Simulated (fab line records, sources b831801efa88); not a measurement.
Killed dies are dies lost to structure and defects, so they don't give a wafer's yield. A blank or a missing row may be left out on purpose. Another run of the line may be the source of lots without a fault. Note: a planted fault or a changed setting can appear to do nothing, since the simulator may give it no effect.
Problem report in the 8D (eight disciplines) form, filled by code / flow gf180mcu / the parts of the form that need people (team, actions taken, sign-off) are left out

== 1. PROBLEM STATEMENT ==
Wafers without a fault read 280.3 nm with a standard deviation of 1.4, while cd nm at GF_M2_CD_MEAS_14 averages 263.1 nm across 3 wafers of 1 lot. Relative to the usual mean, that is a shift of -12 standard deviations.
The step: target cd 280 nm.
First seen on wafer L297.1, day 24 17:40, on cd sem-01. At this step, 39 wafers from 13 lots have a number in the record. Rule for "out" (also "out of limits"): further than 4 standard deviations from the usual mean. The other wafers with a number count as sound.

== 2. WHAT IT IS; WHAT IT IS NOT ==
question=which readings at this step | is=cd nm | is not=-
question=which lots | is=L297 | is not=L282, L283, L284, L285, L288, L289, L292, L293, L296, L303, L304, L305
question=which wafers of those lots | is=all that have a number | is not=-
question=read on which gauges | is=cd sem-01 | is not=cd sem-02
question=when | is=from day 24 17:40 | is not=up to then (27 sound wafers); but 9 sound wafers of L303, L304, L305 came after

== 3. WHAT RULES OUT EACH SUSPECT ==
Counting: a tool at a process step up to the reading stays a suspect if it ran every lot that is out and no sound lot after the first of them.
- the gauge at GF_M2_CD_MEAS_14: ruled out. All the wafers that are out were read on cd sem-01, but those of them that GF_M2_EXPOSE_11 has rows for are out there too, on other tools.
- pvd sputter-04 at GF_V1_SPUTTER_21 (material Ti, target thk 15 nm, time 80.02 s): ruled out as a lasting fault. The sound lots L303 went through it after L297, its earliest lot that is out (day 23 19:22).
- krf scanner-01 at GF_M2_EXPOSE_11 (exposes mask Metal2, target cd 280 nm): ruled out as a lasting fault. The sound lots L303, L304, L305 went through it after L297, its earliest lot that is out (day 24 07:02).
Left after counting: nothing in the record.

== 4. THE CAUSE (what the simulator had put in) ==
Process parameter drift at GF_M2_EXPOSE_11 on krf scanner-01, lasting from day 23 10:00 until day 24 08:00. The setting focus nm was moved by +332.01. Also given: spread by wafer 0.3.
It was ruled out by counting, in error; the rule expects a fault to strike all lots run on its tool from its start on, and this fault did not.

== 5. SEQUENCE OF EFFECTS, ordered by route ==
One row per reading whose mean, taken over the struck wafers that have a number, lies over 3 standard deviations from the usual. Readings are gone through only where the record gives a usual standard deviation; hours: the median, over the lots, of the time from a lot's start at the first step in this table giving one to that lot's start at this step; sigmas: the change measured in usual standard deviations.
hours=0; step=GF_M2_EXPOSE_11; reading=exposure dose mJ cm2; usual=28.100; on struck wafers=27.062; change=-1.038; sigmas=-40
hours=0; step=GF_M2_EXPOSE_11; reading=stage vel mm s; usual=499.96 mm/s; on struck wafers=500.75; change=+0.79; sigmas=+3.1
hours=11; step=GF_M2_CD_MEAS_14; reading=cd nm; usual=280.3 nm; on struck wafers=263.1; change=-17.2; sigmas=-12
The process steps in it:
- GF_M2_EXPOSE_11: exposes mask Metal2, target cd 280 nm.

== 6. WHAT WOULD HAVE CAUGHT IT SOONER ==
In this record the first reading out of limits at a measuring or inspecting step was taken at day 24 17:40, 32 hours after the fault began at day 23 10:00.
At GF_M2_EXPOSE_11, the tool's own readings (exposure dose mJ cm2) were out on each struck wafer the step has a row for, so an alarm limit on them would have fired on the first such wafer.
